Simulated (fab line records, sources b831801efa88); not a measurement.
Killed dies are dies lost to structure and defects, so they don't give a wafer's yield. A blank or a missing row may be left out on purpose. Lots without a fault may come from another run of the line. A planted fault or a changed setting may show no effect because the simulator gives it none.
Which tool did it? | flow gf180mcu | 11 lots, 33 wafers sampled, at 3 steps of a route of 602

WHAT THE GAUGES READ, wafer by wafer
GF_V5_RS_MEAS_24: measures by four-point-probe.
lot  | measured     | on            | V5_W_RS (ohm/sq)
L131 | day 27 00:37 | film_metro-03 | 0.327 0.325 0.326
L132 | day 27 08:13 | film_metro-01 | 0.326 0.326 0.331
L133 | day 27 17:19 | film_metro-03 | 0.323 0.328 0.329
L136 | day 28 16:42 | film_metro-03 | 0.337 0.336 0.331
L138 | day 29 09:22 | film_metro-03 | 0.332 0.333 0.333
L141 | day 30 12:11 | film_metro-01 | 0.337 0.331 0.331
L142 | day 30 17:04 | film_metro-03 | 0.323 0.330 0.326
L144 | day 31 07:53 | film_metro-03 | 0.331 0.570 0.331
L152 | day 33 07:33 | film_metro-01 | 0.328 0.327 0.325
L153 | day 33 13:14 | film_metro-01 | 0.323 0.319 0.320
L154 | day 33 15:50 | film_metro-03 | 0.320 0.322 0.319

WHICH TOOL RAN EACH LOT (tool, then ch and the chambers of the sampled wafers, then the start)
lot  | GF_V5_ETCH_17                                 | GF_V5_CVD_23
L131 | rie_diel-04 ch 0,1,3, day 27 00:29 or earlier | cvd_w-02 ch 0,1, day 27 00:29
L132 | rie_diel-04 ch 0,1,3, day 27 08:05 or earlier | cvd_w-01 ch 0,1, day 27 08:05
L133 | rie_diel-01 ch 1,2, day 27 17:07 or earlier   | cvd_w-02 ch 0,1, day 27 17:07
L136 | rie_diel-03 ch 1,2, day 28 16:34 or earlier   | cvd_w-01 ch 0,1, day 28 16:34
L138 | rie_diel-04 ch 1,3, day 29 09:15 or earlier   | cvd_w-01 ch 0,1, day 29 09:15
L141 | rie_diel-03 ch 1,2,3, day 30 12:05 or earlier | cvd_w-01 ch 0,1, day 30 12:05
L142 | rie_diel-03 ch 2,3, day 30 16:56 or earlier   | cvd_w-02 ch 0,1, day 30 16:56
L144 | rie_diel-01 ch 1,2,3, day 31 07:45 or earlier | cvd_w-01 ch 0,1, day 31 07:45
L152 | rie_diel-01 ch 0,2,3, day 33 07:25 or earlier | cvd_w-02 ch 1, day 33 07:25
L153 | rie_diel-01 ch 0,1,3, day 33 13:01 or earlier | cvd_w-02 ch 1, day 33 13:01
L154 | rie_diel-01 ch 0,1,3, day 33 15:37 or earlier | cvd_w-02 ch 1, day 33 15:37
- GF_V5_ETCH_17: etches SiO2 in C4F8/O2/Ar, stops on TiN, target depth 855 nm.
- GF_V5_CVD_23: deposits W, target thk 350 nm, time 104.9 s.

THE ANSWER, worked out from the rows above alone
Rule: what is usual is taken from the lots themselves. Put in order of their means at a reading, lots are off if they are a third of the lots or fewer, leave a main group of 4 or more, and stand apart from it by a gap of 3 or more times the standard deviation of the main group's means; of several such gaps the widest counts. A main group whose means are all the same, to the digits that the tables above print for the reading, isn't used. A lot without any number at a reading at which 4 lots or more have one is off too. The other lots that the step has rows for count as sound.
Off: L144, at GF_V5_RS_MEAS_24 (V5_W_RS). The main group: mean 0.327 ohm/sq, standard deviation 0.0046.
A tool fits if, at a process step before that reading, it ran every lot that is off, and no sound lot after the first of them. The gauges at GF_V5_RS_MEAS_24 are tried like those tools. GF_V5_ETCH_17 gives no start for some lots, so the hours and the order of its lots are those of GF_V5_CVD_23. One fits: cvd_w-01 at GF_V5_CVD_23. Its last sound lot is L141 (day 30 12:05), its first lot that is off L144 (day 31 07:45): a fault that began between those two fits.

WHAT THE SIMULATOR HAD PUT IN
Process parameter drift: cvd_w-01, from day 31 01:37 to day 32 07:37, at GF_V5_CVD_23. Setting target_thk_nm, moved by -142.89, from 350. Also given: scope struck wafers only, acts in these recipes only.
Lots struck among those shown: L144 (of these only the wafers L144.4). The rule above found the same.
